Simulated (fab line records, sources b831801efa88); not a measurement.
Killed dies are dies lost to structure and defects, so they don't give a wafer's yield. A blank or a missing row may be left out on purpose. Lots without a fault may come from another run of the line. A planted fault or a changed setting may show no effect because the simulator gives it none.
One fault seen from 2 desks | flow sky130 | each desk has only its own numbers; what lay behind them comes last

THE TOOL OWNER'S DESK: pecvd-02
The tool's own readings at SKY_PASSIVATION_CVD_02 (deposits Si3N4, target thk 540 nm): means of the sampled wafers that have a number, for each lot that ran on this tool. A lot is out of limits, marked OUT, if its mean lies more than 4 standard deviations from the usual mean; the brackets give that distance.
Columns: A = heater_power_outer_w at SKY_PASSIVATION_CVD_02, usual 427 W; B = heater_power_w at SKY_PASSIVATION_CVD_02, usual 690 W
lot  | first seen here | A   | B
L429 | day 44 16:28    | 384 | 607
L434 | day 45 18:42    | 496 | 782
L440 | day 47 21:56    | 412 | 677
This desk's finding: nothing out of limits on any of the 3 lots.

THE METROLOGY DESK
What the gauges read, lot by lot, whatever tool the lot ran on: means of the sampled wafers that have a number. A lot is out of limits, marked OUT, if its mean lies more than 4 standard deviations from the usual mean; the brackets give that distance.
Columns: A = METAL1_ALCU_RS at SKY_METAL1_RS_MEAS_05, usual 0.1269 ohm/sq; B = VIA1_W_RS at SKY_VIA1_RS_MEAS_22, usual 0.426 ohm/sq; C = VIA1_W_THK at SKY_VIA1_THK_MEAS_23, usual 274 nm; D = PASSIVATION_CVD_02_THK at SKY_PASSIVATION_THK_MEAS_03, usual 539 nm
lot  | first seen here | A      | B     | C   | D
L429 | day 32 21:31    | 0.1277 | 0.427 | 272 | 536
L430 | day 32 22:10    | 0.1259 | 0.426 | 273 | 540
L432 | day 33 21:02    | 0.1278 | 0.425 | 272 | 535
L431 | day 33 22:43    | 0.1281 | 0.428 | 275 | 546
L434 | day 34 01:34    | 0.1266 | 0.435 | 268 | 541
L440 | day 36 19:06    | 0.1267 | 0.424 | 278 | 585 (+6.9) OUT
L444 | day 36 19:24    | 0.1252 | 0.422 | 280 | 534
L443 | day 36 20:17    | 0.1267 | 0.433 | 268 | 537
L445 | day 37 03:30    | 0.1278 | 0.431 | 269 | 540
L446 | day 37 14:13    | 0.1256 | 0.421 | 275 | 537
L447 | day 37 15:43    | 0.1266 | 0.421 | 275 | 533
This desk's finding: out of limits on L440; first on L440, day 47 22:11 (PASSIVATION_CVD_02_THK at SKY_PASSIVATION_THK_MEAS_03). In limits: L429, L430, L432, L431, L434, L444, L443, L445, L446, L447.

PUT TOGETHER
The metrology desk could have raised an alarm at day 47 22:11, on L440.
The tool owner's desk saw nothing out of limits.
The tool owner's desk has L440 on record, within its limits.
Of the lots named, all ran SKY_PASSIVATION_CVD_02 on pecvd-02.

WHAT THE SIMULATOR HAD PUT IN
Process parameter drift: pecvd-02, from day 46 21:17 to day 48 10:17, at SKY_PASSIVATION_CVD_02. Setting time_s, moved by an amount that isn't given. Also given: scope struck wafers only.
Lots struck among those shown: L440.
Hours from the fault's start to each desk's first reading out of limits: the metrology desk, 25.
